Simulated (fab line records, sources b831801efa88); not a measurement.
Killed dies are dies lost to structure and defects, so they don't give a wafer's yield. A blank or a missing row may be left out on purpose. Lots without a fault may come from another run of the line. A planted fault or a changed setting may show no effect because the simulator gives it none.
Which tool did it? | flow gf180mcu | 12 lots, 36 wafers sampled, at 1 step of a route of 602

WHAT THE GAUGES READ, wafer by wafer
GF_SALICIDE_THK_MEAS_05: measures by xrf.
lot  | measured     | on            | SALICIDE_TIN_THK (nm)
L075 | day 15 18:22 | film_metro-03 | 20.7 20.4 20.6
L077 | day 16 17:00 | film_metro-04 | 20.1 20.6 20.5
L079 | day 16 22:12 | film_metro-02 | 20.4 20.0 20.1
L081 | day 18 00:43 | film_metro-04 | 19.7 19.7 20.4
L083 | day 18 11:37 | film_metro-03 | 20.8 20.7 21.1
L085 | day 19 05:29 | film_metro-03 | 20.2 20.2 19.8
L088 | day 20 02:17 | film_metro-03 | 19.1 19.7 19.0
L089 | day 20 15:59 | film_metro-02 | 19.6 19.9 19.6
L091 | day 21 10:38 | film_metro-02 | 19.6 19.8 19.4
L093 | day 22 04:26 | film_metro-02 | 19.7 20.2 20.2
L095 | day 22 12:13 | film_metro-02 | 20.2 20.5 20.8
L097 | day 23 05:46 | film_metro-02 | 19.8 20.0 20.0

WHICH TOOL RAN EACH LOT (tool, then ch and the chambers of the sampled wafers, then the start)
The record holds no process step before these readings.

THE ANSWER, worked out from the rows above alone
Rule: what is usual is taken from the lots themselves. Put in order of their means at a reading, lots are off if they are a third of the lots or fewer, leave a main group of 4 or more, and stand apart from it by a gap of 3 or more times the standard deviation of the main group's means; of several such gaps the widest counts. A main group whose means are all the same, to the digits that the tables above print for the reading, isn't used. A lot without any number at a reading at which 4 lots or more have one is off too. The other lots that the step has rows for count as sound.
No lot is off at any reading shown: from this, nothing can be told.

WHAT THE SIMULATOR HAD PUT IN
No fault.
